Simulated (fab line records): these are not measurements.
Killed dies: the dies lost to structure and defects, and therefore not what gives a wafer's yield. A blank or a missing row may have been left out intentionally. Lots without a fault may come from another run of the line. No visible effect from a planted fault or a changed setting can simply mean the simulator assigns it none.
fab line records	flow sky130
[record] lots = 13	wafers = 39	lastDay = 50
route steps=708 shown VT_ADJUST_HVTR@139 LDD_LDN@299 LOCAL_INTERCONNECT@398 CONTACT@430
lots that met no fault: taken from a fault-free run of the same line
startH: start of the lot's first displayed wafer, in hours after the record's first day	waitH: hours from the lot's prior step to this one	" repeats the value in the row above	L1.1+2: one row covering several wafers at once	- no value, or no start was given	* or withheld: withheld	< > ~ a bound
route shown NAME@n: names a module that has steps shown in the file, with the first one's number in the route	usual: average and standard deviation across the fault-free wafers	same: alike in all rows	chamber/n: place in a boat	sites: the reading at each site	_std_site: their standard deviation	_edge_site: inner sites' mean taken away from outer sites' mean	radiusMm: how far each site lies from the wafer's centre	mask NAME#n: copy n	behind: the last tool/chamber to shape the wafer	hold: the reason the lot was held/the length of the hold in hours/how it ended	device: the transistor (n, p or np) that didn't switch	end of line: tests run on the same wafers once the route is complete	a step without rows: its recipe alone	killed: the dies lost at the first sort to structure and to defects; this is not the yield of the wafer	map: shows each die of a wafer: x if killed, . if not, _ if none is there
set.NAME: the run value of the setting; set.NAME@STEP: its run value at that earlier step	model.NAME: the simulator's own value behind a step, which no gauge read
a sample of lots followed through the steps of the route, with each step as a table and each wafer as a row
services: a tool's chamber out of use, with start hour (startH, from the record's first day; less than 0 if before it), hours out, and reason
[[steps]]
[step SKY_VT_ADJUST_HVTR_OVL_MEAS_08]
[usual] VT_ADJUST_HVTR_OVL = -1.1/1.3
lot.wafer	tool	chamber	startH	waitH	VT_ADJUST_HVTR_OVL[nm]
L125.1	overlay-02	-	205.69	0.1	-1.1
L125.5	"	-	"	"	-2.1
L125.6	"	-	"	"	0.1
L128.2	overlay-01	-	226.20	0.1	-0.3
L128.3	"	-	"	"	0.9
L128.6	"	-	"	"	-1.6
L129.1	overlay-01	-	228.74	0.1	-1.8
L129.2	"	-	"	"	-4.4
L129.3	"	-	"	"	-2.3
L130.1	overlay-01	-	240.38	0.1	0.2
L130.3	"	-	"	"	-0.8
L130.4	"	-	"	"	0.5
L131.2	overlay-01	-	248.75	0.1	-1.1
L131.3	"	-	"	"	-0.9
L131.4	"	-	"	"	-3.6
L132.2	overlay-02	-	254.13	0.1	2.2
L132.4	"	-	"	"	1.0
L132.6	"	-	"	"	1.8
L136.1	overlay-01	-	289.80	0.1	-2.1
L136.2	"	-	"	"	-0.9
L136.4	"	-	"	"	-3.6
L138.1	overlay-02	-	301.63	0.1	-0.6
L138.3	"	-	"	"	-0.8
L138.5	"	-	"	"	-0.1
L143.1	overlay-02	-	339.61	0.1	-0.4
L143.3	"	-	"	"	0.5
L143.6	"	-	"	"	-0.7
L144.1	overlay-02	-	354.11	0.1	-0.5
L144.5	"	-	"	"	-1.4
L144.6	"	-	"	"	0.9
L145.3	overlay-01	-	359.70	0.1	-2.2
L145.4	"	-	"	"	-3.8
L145.6	"	-	"	"	-2.6
L146.3	overlay-01	-	361.19	0.1	-0.8
L146.4	"	-	"	"	-0.6
L146.6	"	-	"	"	-2.1
L147.2	overlay-01	-	376.22	0.1	-0.9
L147.3	"	-	"	"	-3.1
L147.5	"	-	"	"	-2.2
[step SKY_LDD_LDN_IMPLANT_10]
[recipe] species = As	energyKev = 15	doseCm2 = 1.25e+13	tiltDeg = withheld	rotationDeg = 203
[usual] beamEnergyKeV = 14.999/0.0045	doseIonsCm2 = 1.2501e+13/1.4e+10	faradayCurrentUA = 70.3/1.4
lot.wafer	tool	chamber	startH	waitH	beamEnergyKeV	doseIonsCm2	faradayCurrentUA
L125.1	implanter-03	0	542.01	0.1	15.002	1.2506e+13	71.7
L125.5	"	0	"	"	15.007	1.2509e+13	69.7
L125.6	"	0	"	"	15.003	1.2498e+13	71.3
L128.2	implanter-02	0	554.71	0.1	14.998	1.2525e+13	71.4
L128.3	"	0	"	"	14.997	1.2502e+13	70.3
L128.6	"	0	"	"	14.999	1.2521e+13	70.3
L129.1	implanter-04	0	556.26	0.1	14.999	1.2508e+13	71.4
L129.2	"	0	"	"	14.998	1.2511e+13	70.5
L129.3	"	0	"	"	14.995	1.2494e+13	68.0
L130.1	implanter-02	0	576.49	0.1	15.003	1.2484e+13	69.7
L130.3	"	0	"	"	14.996	1.2515e+13	71.6
L130.4	"	0	"	"	15.003	1.2512e+13	72.1
L132.2	implanter-04	0	590.91	0.1	15.002	1.249e+13	69.4
L132.4	"	0	"	"	15.008	1.2486e+13	70.3
L132.6	"	0	"	"	15.004	1.2502e+13	71.6
L131.2	implanter-04	0	592.01	0.1	14.997	1.2505e+13	71.7
L131.3	"	0	"	"	14.998	1.2512e+13	70.0
L131.4	"	0	"	"	14.992	1.2505e+13	70.5
L136.1	implanter-03	0	639.14	0.1	15.004	1.2487e+13	73.3
L136.2	"	0	"	"	14.998	1.2487e+13	72.1
L136.4	"	0	"	"	14.997	1.2486e+13	69.1
L138.1	implanter-03	0	648.29	0.1	15.003	1.2523e+13	71.5
L138.3	"	0	"	"	14.996	1.2483e+13	70.0
L138.5	"	0	"	"	14.997	1.2491e+13	70.5
L143.1	implanter-02	0	681.34	0.1	14.996	1.2515e+13	69.3
L143.3	"	0	"	"	14.988	1.2487e+13	70.9
L143.6	"	0	"	"	14.990	1.2493e+13	69.4
L144.1	implanter-03	0	695.44	0.1	14.997	1.254e+12	7.2
L144.5	"	0	"	"	14.999	1.258e+12	6.9
L144.6	"	0	"	"	14.996	1.253e+12	7.2
L145.3	implanter-04	0	699.84	0.1	14.998	1.25e+13	70.2
L145.4	"	0	"	"	14.990	1.2487e+13	67.7
L145.6	"	0	"	"	14.989	1.2523e+13	68.0
L146.3	implanter-03	0	707.60	0.1	15.010	1.26e+12	6.7
L146.4	"	0	"	"	15.000	1.287e+12	6.7
L146.6	"	0	"	"	15.007	1.271e+12	7.1
L147.2	implanter-02	0	718.61	0.1	15.001	1.2493e+13	70.3
L147.3	"	0	"	"	15.003	1.2483e+13	68.8
L147.5	"	0	"	"	15.001	1.2496e+13	70.3
[step SKY_LDD_LDN_TW_MEAS_13]
[usual] LDD_LDN_TW = 1487/5.8
lot.wafer	tool	chamber	startH	waitH	LDD_LDN_TW
L125.1	filmMetro-02	-	542.41	0.1	1491
L125.5	"	-	"	"	1488
L125.6	"	-	"	"	1488
L128.2	filmMetro-04	-	555.10	0.1	1493
L128.3	"	-	"	"	1485
L128.6	"	-	"	"	1487
L129.1	filmMetro-01	-	556.66	0.1	1492
L129.2	"	-	"	"	1488
L129.3	"	-	"	"	1488
L130.1	filmMetro-01	-	576.89	0.1	1495
L130.3	"	-	"	"	1487
L130.4	"	-	"	"	1492
L132.2	filmMetro-01	-	591.30	0.1	1497
L132.4	"	-	"	"	1489
L132.6	"	-	"	"	1488
L131.2	filmMetro-01	-	592.40	0.1	1484
L131.3	"	-	"	"	1489
L131.4	"	-	"	"	1487
L136.1	filmMetro-04	-	639.54	0.1	1494
L136.2	"	-	"	"	1495
L136.4	"	-	"	"	1491
L138.1	filmMetro-04	-	648.69	0.1	1490
L138.3	"	-	"	"	1491
L138.5	"	-	"	"	1483
L143.1	filmMetro-01	-	681.74	0.1	1496
L143.3	"	-	"	"	1490
L143.6	"	-	"	"	1497
L144.1	filmMetro-04	-	695.84	0.1	1392
L144.5	"	-	"	"	1388
L144.6	"	-	"	"	1378
L145.3	filmMetro-01	-	700.21	0.1	1485
L145.4	"	-	"	"	1481
L145.6	"	-	"	"	1495
L146.3	filmMetro-01	-	707.97	0.1	1369
L146.4	"	-	"	"	1373
L146.6	"	-	"	"	1380
L147.2	filmMetro-01	-	719.00	0.1	1484
L147.3	"	-	"	"	1480
L147.5	"	-	"	"	1485
[step SKY_LOCAL_INTERCONNECT_CD_MEAS_11]
[recipe] targetCdNm = 170
[usual] cdNm = 170.4/1.4
lot.wafer	tool	chamber	startH	waitH	cdNm
L125.1	cdSem-02	-	717.60	-	172.4
L125.5	"	-	"	"	172.1
L125.6	"	-	"	"	170.4
L128.2	cdSem-02	-	726.76	-	168.5
L128.3	"	-	"	"	168.3
L128.6	"	-	"	"	167.0
L129.1	cdSem-01	-	729.79	-	170.6
L129.2	"	-	"	"	170.7
L129.3	"	-	"	"	170.9
L130.1	cdSem-01	-	746.79	-	170.6
L130.3	"	-	"	"	170.6
L130.4	"	-	"	"	169.9
L131.2	cdSem-02	-	762.42	-	169.4
L131.3	"	-	"	"	170.9
L131.4	"	-	"	"	169.7
L132.2	cdSem-02	-	762.94	-	169.6
L132.4	"	-	"	"	168.4
L132.6	"	-	"	"	167.9
L136.1	cdSem-01	-	806.17	-	168.4
L136.2	"	-	"	"	168.7
L136.4	"	-	"	"	167.5
L138.1	cdSem-01	-	812.85	-	169.6
L138.3	"	-	"	"	171.2
L138.5	"	-	"	"	170.2
L143.1	cdSem-02	-	845.75	-	170.0
L143.3	"	-	"	"	170.6
L143.6	"	-	"	"	172.4
L144.1	cdSem-01	-	862.39	-	172.4
L144.5	"	-	"	"	173.1
L144.6	"	-	"	"	171.7
L145.3	cdSem-02	-	863.86	-	169.3
L145.4	"	-	"	"	169.4
L145.6	"	-	"	"	168.9
L146.3	cdSem-01	-	872.76	-	170.3
L146.4	"	-	"	"	171.6
L146.6	"	-	"	"	171.5
L147.2	cdSem-02	-	885.58	-	170.0
L147.3	"	-	"	"	168.2
L147.5	"	-	"	"	168.2
[step SKY_CONTACT_CVD_24]
[recipe] material = W	targetThkNm = 340	timeS = 102.12	tempC = 400	pressureTorr = 40
[usual] heaterPowerW = 827/53
lot.wafer	tool	chamber	startH	waitH	heaterPowerW
L125.1	cvdW-01	1	747.04	0.0	779
L125.5	"	1	"	"	786
L125.6	"	0	"	"	802
L128.2	cvdW-01	1	756.12	0.0	771
L128.3	"	0	"	"	793
L128.6	"	1	"	"	775
L129.1	cvdW-01	0	759.34	0.0	779
L129.2	"	1	"	"	765
L129.3	"	0	"	"	808
L130.1	cvdW-01	0	776.50	0.0	800
L130.3	"	0	"	"	793
L130.4	"	1	"	"	766
L131.2	cvdW-02	0	790.84	0.0	831
L131.3	"	0	"	"	817
L131.4	"	1	"	"	927
L132.2	cvdW-02	1	792.25	0.0	886
L132.4	"	0	"	"	861
L132.6	"	1	"	"	901
L136.1	cvdW-02	0	836.07	0.0	863
L136.2	"	1	"	"	900
L136.4	"	1	"	"	913
L138.1	cvdW-01	0	842.04	0.0	794
L138.3	"	0	"	"	816
L138.5	"	0	"	"	813
L143.1	cvdW-01	0	875.17	0.0	810
L143.3	"	1	"	"	771
L143.6	"	1	"	"	783
L144.1	cvdW-01	0	892.34	0.0	805
L144.5	"	1	"	"	800
L144.6	"	0	"	"	803
L145.3	cvdW-01	1	894.12	0.1	784
L145.4	"	0	"	"	804
L145.6	"	1	"	"	752
L146.3	cvdW-02	0	901.93	0.1	845
L146.4	"	1	"	"	920
L146.6	"	0	"	"	835
L147.2	cvdW-01	1	914.25	0.0	782
L147.3	"	1	"	"	777
L147.5	"	1	"	"	799
[[services]]
tool	chamber	startH	hours	kind
cvdW-02	1	533.60	8.7	repair
implanter-02	-	540.06	6.4	pm
cvdW-01	-	545.94	6.9	pm
cvdW-01	0	558.11	5.4	repair
implanter-04	-	575.97	1.9	repair
implanter-03	-	588.71	4.8	pm
implanter-04	-	593.32	3.0	repair
cvdW-02	0	638.83	3.5	repair
cvdW-01	-	649.54	26.0	repair
implanter-04	-	653.44	3.2	repair
implanter-04	-	675.37	7.0	pm
implanter-04	-	706.73	15.4	repair
implanter-03	-	719.14	3.7	pm
implanter-03	-	739.19	23.6	pm
implanter-04	-	739.27	2.4	repair
implanter-02	-	755.70	2.3	repair
cvdW-02	0	759.84	3.7	repair
cvdW-01	0	760.35	1.5	repair
cvdW-01	-	786.08	2.8	pm
implanter-04	-	787.57	5.0	repair
implanter-02	-	836.16	1.4	repair
implanter-02	-	844.27	2.5	repair
implanter-04	-	847.97	4.9	repair
implanter-03	-	883.07	2.7	repair
[[key]]
[firstSign] step = SKY_LDD_LDN_IMPLANT_10	reading = doseIonsCm2	direction = down	sigmas = 99+	usual = *	struck = *
[effect] step = SKY_LDD_LDN_IMPLANT_10	reading = faradayCurrentUA	direction = down	sigmas = 45	usual = 70.3	struck = 7.0
[effect] step = SKY_LDD_LDN_TW_MEAS_13	reading = LDD_LDN_TW	direction = down	sigmas = 19	usual = 1487	struck = 1380
metAt SKY_LDD_LDN_IMPLANT_10
struckLots L144,L146
testerLeftOut L144,L146
notActingAt SKY_VT_ADJUST_HVTR_OVL_MEAS_08,SKY_LOCAL_INTERCONNECT_CD_MEAS_11,SKY_CONTACT_CVD_24
onsetBetween 648.29 695.44
[fault] kind = processParameterDrift	tool = implanter-03	chamber = -	onsetH = 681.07	steps = SKY_LDD_LDN_IMPLANT_10	channel = doseCm2	offset = *	shape = step	endH = 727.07	actsIn = *	stated = *
// testerLeftOut: of these lots the tester's yield and bins aren't shown, on N5 and GAA mostly nor the transistor test; their killed dies are dies lost to structure and defects alone, not to doping, threshold or leakage, so they don't give the yield
